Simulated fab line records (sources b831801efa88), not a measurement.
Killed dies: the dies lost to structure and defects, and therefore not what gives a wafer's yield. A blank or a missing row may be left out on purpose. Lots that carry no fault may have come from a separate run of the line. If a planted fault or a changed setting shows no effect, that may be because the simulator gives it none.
2 desks, one fault + flow sky130 + every desk sees just its own numbers, and what lay behind them comes last

## FOR THE TOOL OWNER'S DESK: cvd_w-01
The tool's own readings at SKY_LI_CONTACT_CVD_21 (deposits W, target thk 400 nm, time 120.56 s): means of the sampled wafers that have a number, for each lot that ran on this tool. Any lot whose mean is over 4 standard deviations away from the usual mean is out of limits and marked OUT; that distance is given in the brackets.
Columns: A = heater_power_w at SKY_LI_CONTACT_CVD_21, usual 794 W; B = susceptor_temp_C at SKY_LI_CONTACT_CVD_21, usual 400.01 C
| lot  | first seen here | A   | B      |
|------|-----------------|-----|--------|
| L488 | day 28 09:11    | 770 | 399.83 |
| L494 | day 30 15:58    | 766 | 399.85 |
| L497 | day 31 21:38    | 758 | 400.09 |
| L499 | day 32 15:19    | 761 | 399.88 |
| L500 | day 32 19:12    | 756 | 400.08 |
| L509 | day 36 16:56    | 750 | 399.97 |
| L510 | day 37 07:10    | 763 | 399.85 |
This desk's verdict: no lot among the 7 shows anything out of limits.

## METROLOGY DESK
What the gauges read, lot by lot, whatever tool the lot ran on: means of the sampled wafers that have a number. Any lot whose mean is over 4 standard deviations away from the usual mean is out of limits and marked OUT; that distance is given in the brackets.
Columns: A = SD_P_RS at SKY_SD_N_RS_MEAS_17, usual 147.1 ohm/sq; B = LI_CONTACT_W_RS at SKY_LI_CONTACT_RS_MEAS_22, usual 0.2839 ohm/sq; C = LI_CONTACT_W_THK at SKY_LI_CONTACT_THK_MEAS_23, usual 408 nm; D = cd_nm at SKY_LOCAL_INTERCONNECT_CD_MEAS_11, usual 170.0 nm
| lot  | first seen here | A     | B      | C   | D     |
|------|-----------------|-------|--------|-----|-------|
| L488 | day 27 03:21    | 147.3 | 0.2804 | 412 | 169.0 |
| L490 | day 27 22:16    | 147.6 | 0.2797 | 416 | 167.2 |
| L491 | day 28 17:02    | 146.9 | 0.2852 | 408 | 171.8 |
| L494 | day 29 10:53    | 147.1 | 0.2791 | 415 | 169.1 |
| L495 | day 30 02:43    | 147.1 | 0.2856 | 401 | 168.1 |
| L497 | day 30 17:11    | 147.0 | 0.2797 | 411 | 172.5 |
| L499 | day 31 10:59    | 146.7 | 0.2798 | 418 | 166.3 |
| L500 | day 31 14:52    | 146.9 | 0.2799 | 414 | 168.9 |
| L504 | day 34 11:06    | 147.1 | 0.2833 | 418 | 169.3 |
| L509 | day 35 14:35    | 147.2 | 0.2855 | 406 | 169.1 |
| L511 | day 35 22:32    | 147.1 | 0.2844 | 413 | 170.6 |
| L510 | day 36 03:02    | 147.5 | 0.2846 | 412 | 170.5 |
This desk's verdict: no lot among the 12 shows anything out of limits.

## BROUGHT TOGETHER
The tool owner's desk saw nothing out of limits.
Nothing out of limits was seen by the metrology desk.

## WHAT WAS PUT IN BY THE SIMULATOR
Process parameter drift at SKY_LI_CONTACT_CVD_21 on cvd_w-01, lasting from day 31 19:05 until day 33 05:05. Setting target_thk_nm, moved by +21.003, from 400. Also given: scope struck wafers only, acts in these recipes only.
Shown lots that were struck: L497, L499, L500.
